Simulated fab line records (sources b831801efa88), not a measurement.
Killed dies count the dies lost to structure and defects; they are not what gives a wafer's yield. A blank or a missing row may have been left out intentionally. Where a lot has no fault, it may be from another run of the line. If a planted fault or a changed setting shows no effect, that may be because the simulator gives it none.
Chamber matching ; flow sky130 ; 4 sister chambers for SKY_VIA3_CMP_02 on cmp-01
The step polishes SiO2. 8 wafers are shown with their chamber, then 7 later ones without.

WAFERS, EACH WITH ITS CHAMBER
wafer;chamber;motor current A (A)
L816.3;0;10.3
L817.5;3;13.7
L817.6;2;13.1
L823.4;1;11.4
L823.5;1;11.4
L823.6;0;10.2
L827.3;3;14.1
L827.4;2;13.3

WAFERS WITH NO CHAMBER GIVEN
wafer;motor current A (A)
L827.6;13.2
L834.1;12.8
L834.2;10.5
L834.5;11.4
L831.3;14.1
L831.4;10.9
L831.5;11.6

CHAMBER TAKEN BY EACH
wafer;from the rows above;in truth
L827.6;2;2
L834.1;2;2
L834.2;0;0
L834.5;1;1
L831.3;3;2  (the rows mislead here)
L831.4;can't be placed: 1 or 0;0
L831.5;1;1
5 of 7 placed correctly. Can't be placed from these rows: 1 (the true chamber is among the candidates in 1). 1 placed wrongly.
How it was worked out, from the rows above alone: a wafer's distance from a chamber is the root of the sum, over the readings, of the square of ((its reading less the chamber's mean) divided by the reading's scatter). The wafer belongs to the nearest chamber; if the next one is less than 2 further off, it can't be placed. For every chamber, the mean is computed from those of its wafers that are shown. How the scatter is found: for the shown wafers, subtract from each reading the mean of its chamber, square and add these, divide the total by (wafers less chambers), then take the root.
